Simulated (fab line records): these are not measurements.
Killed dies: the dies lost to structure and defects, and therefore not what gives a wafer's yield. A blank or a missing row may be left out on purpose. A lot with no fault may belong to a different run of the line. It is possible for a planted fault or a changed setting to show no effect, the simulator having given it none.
Which tool did it? -- flow sky130 -- 39 wafers from 13 lots sampled at 2 of the route's 708 steps

## WHAT THE GAUGES SHOWED, per wafer
SKY_LDD_HVN_OVL_MEAS_07.
lot,measured,on,LDD_HVN_OVL (nm)
L888,day 20 04:50,overlay-02,0.5 0.6 -0.4
L889,day 20 13:00,overlay-02,0.0 -0.8 -0.7
L890,day 21 01:33,overlay-02,-1.8 -0.8 -0.9
L891,day 21 07:38,overlay-02,-1.6 -1.9 0.1
L892,day 22 03:47,overlay-01,0.4 -1.7 0.5
L893,day 22 07:26,overlay-01,-0.5 -0.8 -1.2
L895,day 22 21:50,overlay-02,-1.6 -1.3 0.0
L896,day 23 09:14,overlay-02,0.1 2.1 3.0
L897,day 23 19:32,overlay-02,1.3 -0.3 1.0
L898,day 23 23:02,overlay-02,1.3 1.4 1.7
L900,day 24 21:26,overlay-02,0.9 0.7 1.3
L901,day 25 07:05,overlay-01,1.9 1.1 1.1
L902,day 26 05:05,overlay-02,-2.0 -1.1 -0.4

## EACH LOT AND THE TOOL THAT RAN IT (in order: tool; ch and the chambers of the sampled wafers; start)
lot,SKY_POLY_GATE_ETCH_16
L888,"rie diel-02 ch 0,2, day 16 08:58"
L889,"rie diel-04 ch 0,2,3, day 16 16:49"
L890,"rie diel-03 ch 0,2,3, day 17 01:11"
L891,"rie diel-02 ch 0,1,3, day 17 07:44"
L892,"rie diel-04 ch 0,1, day 18 04:22"
L893,"rie diel-02 ch 0,1,3, day 18 08:58"
L895,"rie diel-04 ch 1,2,3, day 18 23:20"
L896,"rie diel-04 ch 0,1,2, day 19 10:35"
L897,"rie diel-03 ch 1,2,3, day 19 19:46"
L898,"rie diel-02 ch 0,1, day 20 00:31"
L900,"rie diel-03 ch 2,3, day 21 00:10"
L901,"rie diel-04 ch 0,1,2, day 21 09:34"
L902,"rie diel-02 ch 1,2,3, day 22 08:13"
- SKY_POLY_GATE_ETCH_16: etches Si3N4 in CH3F/O2, stops on poly-Si, time 147.5 s, target depth 75 nm.

## AS READ BY THE TOOLS THEMSELVES (means over the sampled wafers that have a number; for cases with no such wafer, the mark the record gives instead)
SKY_POLY_GATE_ETCH_16.
lot,tool,drypump motor current A (A),oes product au (a.u.),throttle valve pct (%)
L888,rie diel-02,5.5,0.643,10.531
L889,rie diel-04,5.5,0.636,10.544
L890,rie diel-03,5.6,0.642,10.544
L891,rie diel-02,5.3,0.640,10.541
L892,rie diel-04,6.1,0.644,10.539
L893,rie diel-02,5.2,0.641,10.537
L895,rie diel-04,5.6,0.641,10.533
L896,rie diel-04,5.7,0.636,10.530
L897,rie diel-03,5.5,0.636,10.530
L898,rie diel-02,5.1,0.634,10.539
L900,rie diel-03,5.5,0.639,10.533
L901,rie diel-04,5.7,0.643,10.543
L902,rie diel-02,5.5,0.641,10.535

## THE ANSWER, worked out from the rows above alone
Rule: the usual values come from the lots themselves. Put in order of their means at a reading, lots are off if they are a third of the lots or fewer, leave a main group of 4 or more, and stand apart from it by a gap of 3 or more times the standard deviation of the main group's means; of several such gaps the widest counts. The tables above print the reading to a certain number of digits; a main group whose means all agree to those digits is not used. A lot without any number at a reading at which 4 lots or more have one is off too. All remaining lots with rows at the step are treated as sound. First the gauges in route order, then the tools' own readings, where a lot's mean is used as printed above. The first step at which some lot is off is used, and at that step the reading that is off furthest; a lot without a number counts as furthest.
Across all readings shown, no lot is off: no conclusion can be drawn from this.

## WHAT WAS PUT IN BY THE SIMULATOR
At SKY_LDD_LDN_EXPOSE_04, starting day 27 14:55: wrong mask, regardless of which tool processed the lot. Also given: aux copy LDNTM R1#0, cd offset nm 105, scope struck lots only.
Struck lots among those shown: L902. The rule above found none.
